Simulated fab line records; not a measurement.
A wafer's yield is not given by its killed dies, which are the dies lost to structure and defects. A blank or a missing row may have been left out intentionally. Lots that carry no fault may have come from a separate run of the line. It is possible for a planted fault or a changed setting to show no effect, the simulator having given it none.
Which of the tools did it? | flow gf180mcu | 7 lots with 21 wafers sampled at 2 steps, on a route of 602 steps

== WHAT THE GAUGES READ, wafer by wafer ==
GF_HV_LDD_CD_MEAS_07: the cd target is 400 nm.
lot  | measured     | on        | cd_nm (nm)
L668 | day 10 16:16 | cd_sem-02 | 402.8 400.2 401.2
L673 | day 12 06:53 | cd_sem-01 | 400.8 399.4 402.1
L676 | day 13 04:22 | cd_sem-02 | 400.2 400.5 398.9
L679 | day 13 23:52 | cd_sem-01 | 400.2 398.7 399.2
L684 | day 15 13:50 | cd_sem-01 | 403.1 401.1 403.4
L686 | day 16 00:55 | cd_sem-02 | 397.1 396.6 396.7
L689 | day 16 23:52 | cd_sem-01 | 401.3 400.4 401.0

== WHICH TOOL RAN EACH LOT (tool, then ch and the chambers of the sampled wafers, then the start) ==
lot  | GF_HV_LDD_DEVELOP_06
L668 | litho_track-04 ch 0, day 10 16:07
L673 | litho_track-03 ch 0, day 12 06:45
L676 | litho_track-04 ch 0, day 13 04:07
L679 | litho_track-04 ch 0, day 13 23:43
L684 | litho_track-04 ch 0, day 15 13:41
L686 | litho_track-04 ch 0, day 16 00:46
L689 | litho_track-03 ch 0, day 16 23:43
- GF_HV_LDD_DEVELOP_06: develop time 60 s.

== THE ANSWER, worked out from the rows above alone ==
Rule: the usual values come from the lots themselves. The widest of any qualifying gaps counts: lots, ordered by their means at a reading, are off when they make up no more than a third of the lots, leave a main group of 4 or more, and stand apart from it by 3 or more times the standard deviation of that group's means. A main group is skipped when, at the precision printed for the reading in the tables above, its means are all equal. A lot without any number at a reading at which 4 lots or more have one is off too. Where the step has rows for the other lots, those lots are counted as sound.
No lot is off at any reading shown: from this, nothing can be told.

== WHAT THE SIMULATOR HAD INSERTED ==
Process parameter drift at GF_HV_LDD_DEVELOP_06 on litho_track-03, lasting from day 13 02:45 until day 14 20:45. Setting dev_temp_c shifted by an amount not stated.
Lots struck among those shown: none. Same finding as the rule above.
